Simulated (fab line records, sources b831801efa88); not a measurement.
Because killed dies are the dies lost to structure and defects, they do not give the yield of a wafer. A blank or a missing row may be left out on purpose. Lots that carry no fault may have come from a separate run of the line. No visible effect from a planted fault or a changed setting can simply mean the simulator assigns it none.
Which of the tools did it? :: flow sky130 :: Sampling: 14 lots, 40 wafers, 2 of 708 route steps

== WHAT THE GAUGES READ, wafer by wafer ==
Not one reading of a measure or inspect step in the record can be checked against a usual standard deviation.

== TOOL THAT RAN EACH LOT (tool first, then ch and the chambers of the sampled wafers, then the start) ==
lot: L210
SKY_CONTACT_STRIP_19: plasma asher-02 ch 1, day 31 20:35
SKY_PAD_OPEN_PROBE_99: -

lot: L212
SKY_CONTACT_STRIP_19: plasma asher-03 ch 0,1, day 32 08:28
SKY_PAD_OPEN_PROBE_99: prober-02, day 46 13:43

lot: L214
SKY_CONTACT_STRIP_19: plasma asher-02 ch 0, day 33 00:53
SKY_PAD_OPEN_PROBE_99: prober-02, day 46 22:01

lot: L216
SKY_CONTACT_STRIP_19: plasma asher-04 ch 0,1, day 33 21:10
SKY_PAD_OPEN_PROBE_99: prober-02, day 47 15:59

lot: L217
SKY_CONTACT_STRIP_19: plasma asher-04 ch 0,1, day 33 23:49
SKY_PAD_OPEN_PROBE_99: prober-01, day 47 17:49

lot: L219
SKY_CONTACT_STRIP_19: plasma asher-04 ch 0,1, day 34 14:50
SKY_PAD_OPEN_PROBE_99: prober-01, day 48 03:30

lot: L220
SKY_CONTACT_STRIP_19: plasma asher-02 ch 0,1, day 34 21:59
SKY_PAD_OPEN_PROBE_99: prober-02, day 48 11:19

lot: L222
SKY_CONTACT_STRIP_19: plasma asher-04 ch 0,1, day 35 15:35
SKY_PAD_OPEN_PROBE_99: prober-02, day 48 21:37

lot: L223
SKY_CONTACT_STRIP_19: plasma asher-03 ch 0,1, day 35 21:58
SKY_PAD_OPEN_PROBE_99: prober-01, day 48 23:56

lot: L225
SKY_CONTACT_STRIP_19: plasma asher-03 ch 0,1, day 36 11:20
SKY_PAD_OPEN_PROBE_99: -

lot: L227
SKY_CONTACT_STRIP_19: plasma asher-04 ch 0,1, day 37 03:25
SKY_PAD_OPEN_PROBE_99: -

lot: L230
SKY_CONTACT_STRIP_19: plasma asher-04 ch 1, day 37 22:32
SKY_PAD_OPEN_PROBE_99: -

lot: L231
SKY_CONTACT_STRIP_19: plasma asher-04 ch 0,1, day 38 05:26
SKY_PAD_OPEN_PROBE_99: prober-01, day 50 12:20

lot: L232
SKY_CONTACT_STRIP_19: plasma asher-03 ch 0,1, day 38 18:07
SKY_PAD_OPEN_PROBE_99: -
- SKY_CONTACT_STRIP_19: strips in O2/N2.
- SKY_PAD_OPEN_PROBE_99

== WHAT THE TOOLS THEMSELVES READ (means of the sampled wafers that have a number; where no wafer has one, the mark that the record gives instead) ==
SKY_CONTACT_STRIP_19.
lot: L210
tool: plasma asher-02
drypump motor current A (A): 6.0
n2 flow sccm (sccm): 300.4
oes product au (a.u.): 0.380
strip time to endpoint s (s): 3.62

lot: L212
tool: plasma asher-03
drypump motor current A (A): 6.1
n2 flow sccm (sccm): 300.9
oes product au (a.u.): 0.375
strip time to endpoint s (s): 3.58

lot: L214
tool: plasma asher-02
drypump motor current A (A): 5.9
n2 flow sccm (sccm): 300.6
oes product au (a.u.): 0.384
strip time to endpoint s (s): 3.67

lot: L216
tool: plasma asher-04
drypump motor current A (A): 5.7
n2 flow sccm (sccm): 299.6
oes product au (a.u.): 0.382
strip time to endpoint s (s): 3.63

lot: L217
tool: plasma asher-04
drypump motor current A (A): 5.7
n2 flow sccm (sccm): 299.6
oes product au (a.u.): 0.380
strip time to endpoint s (s): 3.61

lot: L219
tool: plasma asher-04
drypump motor current A (A): 5.7
n2 flow sccm (sccm): 300.6
oes product au (a.u.): 0.385
strip time to endpoint s (s): 3.66

lot: L220
tool: plasma asher-02
drypump motor current A (A): 6.0
n2 flow sccm (sccm): 301.1
oes product au (a.u.): 0.384
strip time to endpoint s (s): 3.64

lot: L222
tool: plasma asher-04
drypump motor current A (A): 6.0
n2 flow sccm (sccm): 300.3
oes product au (a.u.): 0.381
strip time to endpoint s (s): 3.62

lot: L223
tool: plasma asher-03
drypump motor current A (A): 6.1
n2 flow sccm (sccm): 299.6
oes product au (a.u.): 0.382
strip time to endpoint s (s): 3.62

lot: L225
tool: plasma asher-03
drypump motor current A (A): 6.1
n2 flow sccm (sccm): 300.8
oes product au (a.u.): 0.380
strip time to endpoint s (s): 3.58

lot: L227
tool: plasma asher-04
drypump motor current A (A): 6.0
n2 flow sccm (sccm): 299.5
oes product au (a.u.): 0.382
strip time to endpoint s (s): 3.66

lot: L230
tool: plasma asher-04
drypump motor current A (A): 6.3
n2 flow sccm (sccm): 299.3
oes product au (a.u.): 0.383
strip time to endpoint s (s): 3.45

lot: L231
tool: plasma asher-04
drypump motor current A (A): 5.7
n2 flow sccm (sccm): 299.8
oes product au (a.u.): 0.380
strip time to endpoint s (s): 3.44

lot: L232
tool: plasma asher-03
drypump motor current A (A): 6.0
n2 flow sccm (sccm): 299.7
oes product au (a.u.): 0.382
strip time to endpoint s (s): 3.68

SKY_PAD_OPEN_PROBE_99.
lot: L212
tool: prober-02
killed_at_M0_to_M3: 43
killed_at_M4_up: 5.0
killed at contacts: 26
killed at front end: 17
killed at other: 0.3
killed dies: 92
killed open: 47
killed short: 45

lot: L214
tool: prober-02
killed_at_M0_to_M3: 38
killed_at_M4_up: 3.7
killed at contacts: 28
killed at front end: 13
killed at other: 0.7
killed dies: 83
killed open: 47
killed short: 37

lot: L216
tool: prober-02
killed_at_M0_to_M3: 41
killed_at_M4_up: 3.0
killed at contacts: 25
killed at front end: 15
killed at other: 0.3
killed dies: 84
killed open: 42
killed short: 41

lot: L217
tool: prober-01
killed_at_M0_to_M3: 41
killed_at_M4_up: 3.3
killed at contacts: 29
killed at front end: 14
killed at other: 1.3
killed dies: 89
killed open: 46
killed short: 41

lot: L219
tool: prober-01
killed_at_M0_to_M3: 43
killed_at_M4_up: 4.0
killed at contacts: 27
killed at front end: 17
killed at other: 0.0
killed dies: 90
killed open: 48
killed short: 43

lot: L220
tool: prober-02
killed_at_M0_to_M3: 37
killed_at_M4_up: 3.0
killed at contacts: 18
killed at front end: 11
killed at other: 0.0
killed dies: 69
killed open: 40
killed short: 29

lot: L222
tool: prober-02
killed_at_M0_to_M3: 38
killed_at_M4_up: 5.5
killed at contacts: 20
killed at front end: 17
killed at other: 0.0
killed dies: 80
killed open: 48
killed short: 32

lot: L223
tool: prober-01
killed_at_M0_to_M3: 40
killed_at_M4_up: 2.3
killed at contacts: 24
killed at front end: 17
killed at other: 1.3
killed dies: 85
killed open: 45
killed short: 39

lot: L231
tool: prober-01
killed_at_M0_to_M3: 39
killed_at_M4_up: 3.3
killed at contacts: 20
killed at front end: 13
killed at other: 0.0
killed dies: 76
killed open: 44
killed short: 32

== THE ANSWER, worked out from the rows above alone ==
Rule: usual is defined by the lots themselves. The widest of any qualifying gaps counts: lots, ordered by their means at a reading, are off when they make up no more than a third of the lots, leave a main group of 4 or more, and stand apart from it by 3 or more times the standard deviation of that group's means. A main group whose means are all the same, to the digits that the tables above print for the reading, isn't used. A lot without any number at a reading at which 4 lots or more have one is off too. Any other lot the step has rows for is counted as sound. First the gauges in route order, then the tools' own readings, where a lot's mean is used as printed above. At the first step where some lot is off, the reading lying furthest off is the one used; lots without a number count as furthest.
Off: L230, L231, at SKY_CONTACT_STRIP_19 (strip time to endpoint s). The main group: mean 3.63 s, standard deviation 0.031.
If a tool, at that step or one of the process steps before it, ran each lot that is off and ran no sound lot following the first of them, it fits. One candidate fits, namely plasma asher-04 at SKY_CONTACT_STRIP_19. Its last sound lot is L227 (day 37 03:25), its first lot that is off L230 (day 37 22:32): a fault that began between those two fits.
On the lots that are off, the tool's own readings at SKY_CONTACT_STRIP_19 differ by more than 5 times the standard deviation of the sound lots' means, which bears it out; strip time to endpoint s reads 3.45 s there versus 3.63 s on the sound lots.

== WHAT THE SIMULATOR PUT IN ==
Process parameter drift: plasma asher-04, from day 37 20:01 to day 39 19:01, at SKY_CONTACT_STRIP_19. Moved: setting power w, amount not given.
Lots struck among those shown: L230, L231. The rule above reached the same finding.
